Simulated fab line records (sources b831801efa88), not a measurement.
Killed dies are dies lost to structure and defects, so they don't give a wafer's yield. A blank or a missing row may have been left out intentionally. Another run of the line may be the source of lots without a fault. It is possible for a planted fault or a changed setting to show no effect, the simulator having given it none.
fab line records	flow sfq-line
[record] lots = 5	wafers = 14	last-day = 81
route steps=325 shown M3@126 I3@133 M4@148 I4@163 R5@215
lots with no fault: from the same line, run without faults
start-h: start of the lot's first displayed wafer, in hours after the record's first day	wait-h: hours since the lot's step before	" unchanged from the row above	L1.1+2: one row covering several wafers at once	- no value, or no start given	* or withheld: withheld	< > ~ a bound
route shown NAME@n: a module of which the file shows steps, and the number in the route of the first	usual: average and standard deviation across the fault-free wafers	same: alike in all rows	chamber/n: place in a boat	sites: each site's reading	_std_site: standard deviation across them	_edge_site: mean of outer sites minus mean of inner sites	radius-mm: for every site, how far away it sits from the centre of the wafer	mask NAME#n: copy n	behind: the last tool/chamber to shape the wafer	hold: what put the lot on hold/how long, in hours/how the hold closed	device: names the non-switching transistor (n, p or np)	end of line: the same wafers' tests at the end of the route	a step given without rows: its recipe and nothing more	killed: at the first sort, the dies lost to defects and structure; wafer yield is something else	map: shows each die of a wafer: x if killed, . if not, _ if none is there
set.NAME: the run value of the setting; set.NAME@STEP: its run value at that earlier step	model.NAME: the simulator's own value behind a step, which no gauge read
certain route steps with their lots: each step a table, each wafer a row
services: when a tool's chamber went out of use (start-h, in hours from the record's first day, below 0 if earlier), for how many hours, and the reason
[[steps]]
[step SFQ_TRILAYER_M3_LITHO_PEB_078]
[recipe] peb-temp-c = 115	peb-time-s = 60	resist = KrF
[step SFQ_TRILAYER_M3_LITHO_DEVELOP_077]
[recipe] time-s = 60	resist = KrF
[step SFQ_M3_OVL_MEAS_921]
[usual] M3_OVL = -1/6
lot.wafer	tool	chamber	start-h	wait-h	M3_OVL[nm]
L470.2	overlay-01	-	1028.74	0.1	-6
L470.4	"	-	"	"	4
L470.5	"	-	"	"	11
L471.1	overlay-01	-	1029.94	0.1	1
L471.5	"	-	"	"	5
L471.6	"	-	"	"	-4
L472.1	overlay-01	-	1031.14	0.1	-6
L472.4	"	-	"	"	-9
L472.6	"	-	"	"	-3
L473.1	overlay-01	-	1032.34	0.1	-12
L473.2	"	-	"	"	-6
L473.5	"	-	"	"	-10
L480.1	overlay-01	-	1212.39	0.1	-5
L480.2	"	-	"	"	1
[step SFQ_TRILAYER_M3_BARC_OPEN_METAL_ETCH_100]
[recipe] mask-material = PR	chemistry = O2	target-depth-nm = 125	target = BARC	icp-w = 600	bias-w = 80	pressure-mtorr = 10	time-s = 41.7
[usual] bias-w = 79.98/0.25	drypump-motor-current-A = 6.0/0.48	oes-product-au = 0.684/0.0044
[same] time-s = 41.7
lot.wafer	tool	chamber	start-h	wait-h	bias-w	drypump-motor-current-A	oes-product-au	rf-hours-counter-h
L470.2	rie-metal-04	0	1028.77	0.0	80.01	6.4	0.684	10
L470.4	"	1	"	"	79.83	5.1	0.677	-
L470.5	"	0	"	"	79.72	6.4	0.690	-
L471.1	rie-metal-04	0	1029.97	0.0	79.85	6.4	0.686	10
L471.5	"	0	"	"	79.86	6.4	0.677	-
L471.6	"	1	"	"	80.00	5.2	0.679	-
L472.1	rie-metal-02	1	1031.17	0.0	79.91	5.9	0.682	132
L472.4	"	0	"	"	80.01	6.3	0.688	-
L472.6	"	1	"	"	79.83	5.9	0.687	-
L473.1	rie-metal-03	0	1032.37	0.0	80.51	6.6	0.682	3
L473.2	"	0	"	"	80.55	6.6	0.681	-
L473.5	"	0	"	"	80.27	6.6	0.682	-
L480.1	rie-metal-04	1	1212.43	0.0	80.07	5.1	0.683	28
L480.2	"	0	"	"	80.08	6.4	0.678	34
[step SFQ_TRILAYER_M3_ETCH_METAL_ETCH_078]
[recipe] target = Nb	stop-on = SiO2	mask-material = PR	chemistry = Cl2/Ar	target-depth-nm = 240	icp-w = 600	bias-w = 80	pressure-mtorr = 10	time-s = 120
[step SFQ_TRILAYER_M3_STRIP_STRIP_079]
[recipe] gas = O2	power-w = 200	platen-temp-c = 40	overash-fraction = 0.65	chemistry = O2	pressure-mtorr = 50
[step SFQ_TRILAYER_M3_STRIP_SOLV_CLEAN_080]
[recipe] chemistry = NMP	temp-c = 70	time-s = 600
[step SFQ_TRILAYER_I3_DEP_PECVD_081]
[recipe] material = SiO2	temp-c = 150	time-s = 111.11	pressure-torr = 2.4	rf-w = 183.3	precursor = SiH4/N2O	target-thk-nm = 500
[step SFQ_TRILAYER_I3_CMP_CMP_082]
[recipe] material = SiO2	down-force-psi = 3	platen-rpm = 60	pad-velocity-m-s = 0.94248
[step SFQ_I3_BOW_MEAS_922]
[recipe] mode = bow
[usual] I3_BOW = 4/9.2
lot.wafer	tool	chamber	start-h	wait-h	I3_BOW[um]
L470.2	film-metro-02	-	1035.42	2.5	3
L470.4	"	-	"	"	-7
L470.5	"	-	"	"	8
L471.1	film-metro-01	-	1041.40	1.5	-6
L471.5	"	-	"	"	-4
L471.6	"	-	"	"	-1
L472.1	film-metro-04	-	1044.41	2.5	1
L472.4	"	-	"	"	5
L472.6	"	-	"	"	12
L473.1	film-metro-01	-	1047.40	2.0	-5
L473.2	"	-	"	"	10
L473.5	"	-	"	"	-3
L480.1	film-metro-01	-	1226.80	1.5	3
L480.2	"	-	"	"	3
[step SFQ_TRILAYER_I3_METRO_MEASURE_083]
[usual] thk-nm = 199.8/1.1
lot.wafer	tool	chamber	start-h	wait-h	thk-nm
L470.2	film-metro-02	-	1035.72	0.3	200.4
L470.4	"	-	"	"	198.9
L470.5	"	-	"	"	200.1
L471.1	film-metro-01	-	1041.52	0.1	200.0
L471.5	"	-	"	"	198.8
L471.6	"	-	"	"	199.7
L472.1	film-metro-04	-	1044.53	0.1	199.9
L472.4	"	-	"	"	198.8
L472.6	"	-	"	"	199.1
L473.1	film-metro-01	-	1047.52	0.1	200.3
L473.2	"	-	"	"	197.9
L473.5	"	-	"	"	199.5
L480.1	film-metro-01	-	1226.92	0.1	200.7
L480.2	"	-	"	"	199.5
[step SFQ_TRILAYER_I3_VIA_LITHO_COAT_090]
[recipe] resist = BARC	spin-rpm = 3000	resist-thk-nm = 62
[step SFQ_TRILAYER_I3_VIA_LITHO_COAT_085]
[recipe] resist = KrF	spin-rpm = 3000	resist-thk-nm = 650
[usual] chill-plate-temp-C = 23.02/0.11	exhaust-pa = 45.0/0.89
lot.wafer	tool	chamber	start-h	wait-h	chill-plate-temp-C	exhaust-pa	model.KrF_of_TRILAYER_I3_VIA_LITHO_COAT_085.thk-nm
L470.2	litho-track-01	0	1037.07	0.2	23.05	45.4	647.6
L470.4	"	0	"	"	23.09	43.9	646.7
L470.5	"	0	"	"	23.07	46.1	650.3
L471.1	litho-track-01	0	1043.02	0.2	23.11	45.7	647.5
L471.5	"	0	"	"	22.93	45.0	647.3
L471.6	"	0	"	"	22.96	45.6	648.9
L472.1	litho-track-01	0	1046.03	0.2	22.94	45.8	646.5
L472.4	"	0	"	"	22.93	45.0	646.6
L472.6	"	0	"	"	23.05	45.4	646.8
L473.1	litho-track-04	0	1049.02	0.2	23.10	43.7	651.6
L473.2	"	0	"	"	22.84	44.1	651.8
L473.5	"	0	"	"	23.13	44.2	651.2
L480.1	litho-track-04	0	1228.42	0.2	22.98	45.5	595.3
L480.2	"	0	"	"	23.03	46.3	650.8
[step SFQ_TRILAYER_I3_VIA_LITHO_SOFTBAKE_089]
[recipe] temp-c = withheld	time-s = withheld	resist = KrF
[step SFQ_TRILAYER_I3_VIA_LITHO_EXPOSE_086]
[recipe] mask-id = I3	na = 0.6	source-shape = conventional	sigma-outer = 0.65	target-cd-nm = 500	dose-mj = 21.3
[step SFQ_TRILAYER_I3_VIA_LITHO_PEB_088]
[recipe] peb-temp-c = 115	peb-time-s = 60	resist = KrF
[step SFQ_TRILAYER_I3_VIA_LITHO_DEVELOP_087]
[recipe] time-s = 60	resist = KrF
[step SFQ_I3_OVL_MEAS_923]
[usual] I3_OVL = -2/5.9
lot.wafer	tool	chamber	start-h	wait-h	I3_OVL[nm]
L470.2	overlay-01	-	1039.04	0.1	-6
L470.4	"	-	"	"	-11
L470.5	"	-	"	"	0
L471.1	overlay-01	-	1047.44	0.1	0
L471.5	"	-	"	"	-3
L471.6	"	-	"	"	13
L472.1	overlay-01	-	1048.64	0.1	2
L472.4	"	-	"	"	8
L472.6	"	-	"	"	10
L473.1	overlay-01	-	1052.41	0.1	4
L473.2	"	-	"	"	-1
L473.5	"	-	"	"	6
L480.1	overlay-02	-	1336.73	0.1	-19
L480.2	"	-	"	"	-6
[step SFQ_TRILAYER_I3_VIA_BARC_OPEN_VIA_ETCH_121]
[recipe] mask-material = PR	chemistry = O2	target-depth-nm = 125	target = BARC	source-w = 500	bias-w = 80	pressure-mtorr = 30	time-s = 41.7
[usual] bias-w = 80.00/0.22	drypump-motor-current-A = 5.5/0.48	oes-product-au = 0.686/0.0051
[same] time-s = 41.7
lot.wafer	tool	chamber	start-h	wait-h	bias-w	drypump-motor-current-A	oes-product-au	rf-hours-counter-h
L470.2	rie-diel-03	3	1039.07	0.0	79.84	4.7	0.683	3
L470.4	"	2	"	"	79.84	5.8	0.690	1
L470.5	"	1	"	"	79.67	5.0	0.692	-
L471.1	rie-diel-04	0	1047.47	0.0	79.94	5.7	0.686	1
L471.5	"	3	"	"	80.10	6.0	0.679	-
L471.6	"	2	"	"	79.52	5.3	0.697	-
L472.1	rie-diel-02	3	1048.67	0.0	80.19	5.8	0.689	8
L472.4	"	1	"	"	80.14	5.0	0.683	11
L472.6	"	3	"	"	80.28	5.9	0.686	-
L473.1	rie-diel-02	1	1052.45	0.0	79.65	5.0	0.687	11
L473.2	"	3	"	"	79.98	5.8	0.694	8
L473.5	"	1	"	"	79.82	5.0	0.691	-
L480.1	rie-diel-03	1	1336.77	0.0	79.71	5.0	0.682	7
L480.2	"	2	"	"	79.92	5.8	0.686	5
[step SFQ_TRILAYER_I3_VIA_ETCH_VIA_ETCH_088]
[recipe] target = SiO2	stop-on = Nb	mask-material = PR	taper-deg = 20	chemistry = CHF3	target-depth-nm = 260	source-w = 500	bias-w = 80	pressure-mtorr = 30	time-s = withheld
[usual] bias-w = 80.00/0.23	drypump-motor-current-A = 5.5/0.48	oes-product-au = 0.854/0.0053
lot.wafer	tool	chamber	start-h	wait-h	bias-w	drypump-motor-current-A	oes-product-au	model.KrF_of_TRILAYER_I3_VIA_LITHO_COAT_085.thk-nm
L470.2	rie-diel-03	3	1039.11	0.0	79.90	4.7	0.859	527
L470.4	"	2	"	"	80.05	5.8	0.855	527.6
L470.5	"	1	"	"	80.41	5.0	0.853	529.6
L471.1	rie-diel-04	0	1047.51	0.0	80.06	5.7	0.856	526.5
L471.5	"	3	"	"	79.62	6.0	0.851	523.9
L471.6	"	2	"	"	79.78	5.4	0.861	526.4
L472.1	rie-diel-02	3	1048.71	0.0	80.09	5.8	0.858	523.9
L472.4	"	1	"	"	80.43	5.0	0.846	524.3
L472.6	"	3	"	"	80.06	5.8	0.850	523.8
L473.1	rie-diel-02	1	1052.49	0.0	79.98	5.0	0.858	529.9
L473.2	"	3	"	"	79.87	5.9	0.849	528.9
L473.5	"	1	"	"	80.32	5.0	0.864	529
L480.1	rie-diel-03	1	1336.81	0.0	80.08	5.0	0.858	472.6
L480.2	"	2	"	"	80.45	5.8	0.855	530.8
[step SFQ_TRILAYER_I3_VIA_STRIP_STRIP_089]
[recipe] gas = O2	power-w = 200	platen-temp-c = 40	overash-fraction = 0.65	chemistry = O2	pressure-mtorr = 50
[step SFQ_TRILAYER_I3_VIA_STRIP_SOLV_CLEAN_090]
[recipe] chemistry = NMP	temp-c = 70	time-s = 600
[step SFQ_TRILAYER_M4_DEP_PRE_CLEAN_092]
[recipe] gas = Ar	time-s = 22.5	bias-v = 250
[step SFQ_TRILAYER_M4_DEP_SPUTTER_091]
[recipe] material = Nb	base-pressure-pa = 1.33e-06	chamber-pressure-pa = 0.1333	substrate-temp-c = 20	resputter-cathode-voltage-v = 400	target-thk-nm = 200	power-w = 2000	time-s = 133.3
[usual] resputter-cathode-voltage-v = 400/4.1	substrate-temp-c = 19.99/0.1	throttle-valve-pct = 29.8/0.73
[same] time-s = 133.3
lot.wafer	tool	chamber	start-h	wait-h	resputter-cathode-voltage-v	substrate-temp-c	throttle-valve-pct
L470.2	pvd-sputter-05	-	1040.25	0.0	399	20.03	29.3
L470.4	"	-	"	"	396	19.97	30.3
L470.5	"	-	"	"	397	20.11	29.9
L471.1	pvd-sputter-04	-	1048.61	0.0	403	20.10	30.6
L471.5	"	-	"	"	402	20.02	30.6
L471.6	"	-	"	"	407	20.01	30.4
L472.1	pvd-sputter-05	-	1049.63	0.0	409	20.02	29.0
L472.4	"	-	"	"	399	19.84	29.7
L472.6	"	-	"	"	394	20.01	29.6
L473.1	pvd-sputter-06	-	1053.58	0.0	402	20.03	29.5
L473.2	"	-	"	"	398	20.03	29.7
L473.5	"	-	"	"	402	20.13	29.7
L480.1	pvd-sputter-06	-	1337.72	0.0	399	20.02	29.6
L480.2	"	-	"	"	402	19.89	29.9
[step SFQ_M4_RS_MEAS_924]
[recipe] thk-meas-gauge = four-point-probe	reads = Nb_of_TRILAYER_M4_DEP_SPUTTER_091
[usual] M4_NB_RS = 0.893/0.008
lot.wafer	tool	chamber	start-h	wait-h	M4_NB_RS[ohm/sq]
L470.2	film-metro-02	-	1040.36	0.1	0.881
L470.4	"	-	"	"	0.879
L470.5	"	-	"	"	0.882
L471.1	film-metro-03	-	1048.70	0.0	0.897
L471.5	"	-	"	"	0.907
L471.6	"	-	"	"	0.903
L472.1	film-metro-01	-	1049.72	0.0	0.885
L472.4	"	-	"	"	0.893
L472.6	"	-	"	"	0.889
L473.1	film-metro-03	-	1053.67	0.0	0.884
L473.2	"	-	"	"	0.885
L473.5	"	-	"	"	0.886
L480.1	film-metro-02	-	1337.82	0.0	0.901
L480.2	"	-	"	"	0.884
[step SFQ_TRILAYER_M4_LITHO_COAT_098]
[recipe] resist = BARC	spin-rpm = 3000	resist-thk-nm = 62
[step SFQ_TRILAYER_M4_LITHO_COAT_093]
[recipe] resist = KrF	spin-rpm = 3000	resist-thk-nm = 600
[step SFQ_TRILAYER_M4_LITHO_SOFTBAKE_097]
[recipe] temp-c = withheld	time-s = withheld	resist = KrF
[step SFQ_TRILAYER_M4_LITHO_EXPOSE_094]
[recipe] mask-id = M4	na = 0.6	source-shape = conventional	sigma-outer = 0.65	target-cd-nm = 500	dose-mj = 14.4
[step SFQ_TRILAYER_M4_LITHO_PEB_096]
[recipe] peb-temp-c = 115	peb-time-s = 60	resist = KrF
[step SFQ_TRILAYER_M4_LITHO_DEVELOP_095]
[recipe] time-s = 60	resist = KrF
[step SFQ_M4_OVL_MEAS_926]
[usual] M4_OVL = -2/5.6
lot.wafer	tool	chamber	start-h	wait-h	M4_OVL[nm]
L470.2	overlay-02	-	1173.87	0.1	2
L470.4	"	-	"	"	5
L470.5	"	-	"	"	7
L471.1	overlay-01	-	1176.27	0.1	0
L471.5	"	-	"	"	3
L471.6	"	-	"	"	-1
L472.1	overlay-01	-	1177.59	0.1	4
L472.4	"	-	"	"	-3
L472.6	"	-	"	"	1
L473.1	overlay-01	-	1178.79	0.1	-13
L473.2	"	-	"	"	-12
L473.5	"	-	"	"	-11
L480.1	overlay-02	-	1465.35	0.1	-1
L480.2	"	-	"	"	2
[step SFQ_TRILAYER_M4_BARC_OPEN_METAL_ETCH_123]
[recipe] mask-material = PR	chemistry = O2	target-depth-nm = 125	target = BARC	icp-w = 600	bias-w = 80	pressure-mtorr = 10	time-s = 41.7
[step SFQ_TRILAYER_M4_ETCH_METAL_ETCH_096]
[recipe] target = Nb	stop-on = SiO2	mask-material = PR	chemistry = Cl2/Ar	target-depth-nm = 240	icp-w = 600	bias-w = 80	pressure-mtorr = 10	time-s = 120
[step SFQ_TRILAYER_M4_STRIP_STRIP_097]
[recipe] gas = O2	power-w = 200	platen-temp-c = 40	overash-fraction = 0.65	chemistry = O2	pressure-mtorr = 50
[step SFQ_TRILAYER_M4_STRIP_SOLV_CLEAN_098]
[recipe] chemistry = NMP	temp-c = 70	time-s = 600
[step SFQ_TRILAYER_I4_DEP_PECVD_099]
[recipe] material = SiO2	temp-c = 150	time-s = 111.11	pressure-torr = 2.4	rf-w = 183.3	precursor = SiH4/N2O	target-thk-nm = 500
[usual] heater-power-w = 81/15	throttle-valve-pct = 24.8/1.5
[same] time-s = 111.11
lot.wafer	tool	chamber	start-h	wait-h	heater-power-w	throttle-valve-pct
L470.2	pecvd-03	0	1174.86	0.0	102	24.2
L470.4	"	0	"	"	105	24.2
L470.5	"	2	"	"	85	28.4
L471.1	pecvd-04	2	1177.26	0.0	77	23.0
L471.5	"	1	"	"	58	24.6
L471.6	"	2	"	"	76	23.2
L472.1	pecvd-02	1	1178.59	0.0	81	24.7
L472.4	"	0	"	"	59	26.6
L472.6	"	1	"	"	84	24.7
L473.1	pecvd-04	1	1179.79	0.0	66	24.7
L473.2	"	2	"	"	86	23.1
L473.5	"	1	"	"	66	24.8
L480.1	pecvd-02	2	1466.35	0.0	74	24.2
L480.2	"	0	"	"	66	24.0
[step SFQ_TRILAYER_I4_CMP_CMP_100]
[recipe] material = SiO2	down-force-psi = 3	platen-rpm = 60	pad-velocity-m-s = 0.94248
[step SFQ_I4_BOW_MEAS_927]
[recipe] mode = bow
[usual] I4_BOW = 5/9.7
lot.wafer	tool	chamber	start-h	wait-h	I4_BOW[um]
L470.2	film-metro-02	-	1187.82	1.0	-3
L470.4	"	-	"	"	-12
L470.5	"	-	"	"	2
L471.1	film-metro-02	-	1190.80	1.0	-2
L471.5	"	-	"	"	-1
L471.6	"	-	"	"	0
L472.1	film-metro-04	-	1192.49	2.0	3
L472.4	"	-	"	"	8
L472.6	"	-	"	"	15
L473.1	film-metro-03	-	1193.80	1.0	-8
L473.2	"	-	"	"	7
L473.5	"	-	"	"	-6
L480.1	film-metro-02	-	1469.42	1.5	2
L480.2	"	-	"	"	1
[step SFQ_TRILAYER_I4_METRO_MEASURE_101]
[step SFQ_TRILAYER_I4_VIA_LITHO_COAT_108]
[recipe] resist = BARC	spin-rpm = 3000	resist-thk-nm = 62
[step SFQ_R5_RS_MEAS_933]
[recipe] thk-meas-gauge = four-point-probe	reads = Ti_of_TRILAYER_R5_DEP_SPUTTER_134+MoNx_of_TRILAYER_R5_DEP_SPUTTER_133+Ti_of_TRILAYER_R5_DEP_SPUTTER_132
[usual] R5_MONX_RS = 7.05/0.083
lot.wafer	tool	chamber	start-h	wait-h	hold	R5_MONX_RS[ohm/sq]
L470.2	film-metro-01	-	1219.12	0.0	-	7.08
L470.4	"	-	"	"	-	6.97
L470.5	"	-	"	"	-	7.07
L471.1	film-metro-01	-	1222.10	0.0	-	7.02
L471.5	"	-	"	"	-	7.06
L471.6	"	-	"	"	-	7.05
L472.1	film-metro-02	-	1551.24	0.0	-	7.09
L472.4	"	-	"	"	-	7.08
L472.6	"	-	"	"	-	7.09
L473.1	film-metro-02	-	1554.24	0.0	-	7.07
L473.2	"	-	"	"	-	7.13
L473.5	"	-	"	"	-	7.05
L480.1	film-metro-03	-	1601.85	0.0	await-dispo/0.2h/release	7.05
L480.2	"	-	"	"	await-dispo/0.2h/release	7.22
L480.1	film-metro-03	-	1602.14	0.3	-	7.07
L480.2	"	-	"	"	-	7.23
[step SFQ_R5_THK_MEAS_934]
[recipe] thk-meas-gauge = xrf	reads = MoNx_of_TRILAYER_R5_DEP_SPUTTER_133
[usual] R5_MONX_THK = 39.7/0.5
lot.wafer	tool	chamber	start-h	wait-h	hold	R5_MONX_THK[nm]
L470.2	film-metro-01	-	1219.23	0.1	-	39.4
L470.4	"	-	"	"	-	40.3
L470.5	"	-	"	"	-	39.6
L471.1	film-metro-01	-	1222.22	0.1	-	39.7
L471.5	"	-	"	"	-	39.6
L471.6	"	-	"	"	-	39.3
L472.1	film-metro-02	-	1551.36	0.1	-	39.4
L472.4	"	-	"	"	-	39.4
L472.6	"	-	"	"	-	39.5
L473.1	film-metro-02	-	1554.36	0.1	-	39.4
L473.2	"	-	"	"	-	39.3
L473.5	"	-	"	"	-	39.6
L480.1	film-metro-03	-	1605.69	3.5	await-dispo/0.2h/release	39.6
L480.2	"	-	"	"	await-dispo/0.2h/release	38.8
L480.1	film-metro-03	-	1605.92	0.2	-	39.5
L480.2	"	-	"	"	-	38.8
[[services]]
tool	chamber	start-h	hours	kind
rie-diel-03	0	1052.18	16.6	repair
rie-diel-03	3	1054.10	75.4	repair
film-metro-01	-	1064.82	0.6	pm
rie-metal-04	-	1066.12	14.6	pm
film-metro-01	-	1082.80	0.9	pm
rie-metal-04	1	1112.87	2.2	repair
rie-diel-02	-	1117.93	0.7	repair
rie-diel-03	0	1141.87	6.6	repair
film-metro-01	-	1163.32	0.3	pm
rie-diel-03	3	1177.62	2.6	repair
rie-diel-03	2	1178.51	16.4	repair
rie-diel-03	1	1197.76	8.2	repair
rie-diel-03	-	1204.75	2.8	pm
film-metro-01	-	1210.39	1.2	pm
rie-diel-02	0	1213.44	20.8	repair
rie-metal-04	-	1222.35	2.8	pm
rie-metal-04	1	1236.04	1.1	repair
rie-diel-02	-	1247.84	14.6	pm
rie-diel-03	1	1289.69	4.9	repair
rie-diel-03	0	1297.25	6.4	repair
film-metro-01	-	1310.81	0.4	pm
rie-diel-02	3	1440.84	6.8	repair
rie-diel-03	0	1448.49	3.4	repair
rie-diel-02	2	1450.58	15.9	repair
[[key]]
first-sign none at tools or gauges
[model-effect] step = SFQ_TRILAYER_I3_VIA_LITHO_COAT_085	value = KrF_of_TRILAYER_I3_VIA_LITHO_COAT_085.thk-nm	without = 652.5	struck = 595.3
[model-effect] step = SFQ_TRILAYER_I3_VIA_ETCH_VIA_ETCH_088	value = KrF_of_TRILAYER_I3_VIA_LITHO_COAT_085.thk-nm	without = 529.9	struck = 472.6
met-at SFQ_TRILAYER_I3_VIA_LITHO_COAT_085
struck-wafers L480.1
onset-between 1049.02 1228.42
[fault] kind = process-parameter-drift	tool = litho-track-04	chamber = -	onset-h = 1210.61	steps = SFQ_TRILAYER_I3_VIA_LITHO_COAT_085	channel = resist-thk-nm	offset = -57.04	shape = step	end-h = 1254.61	scope = struck-wafers-only	acts-in = these-recipes-only	stated = 650
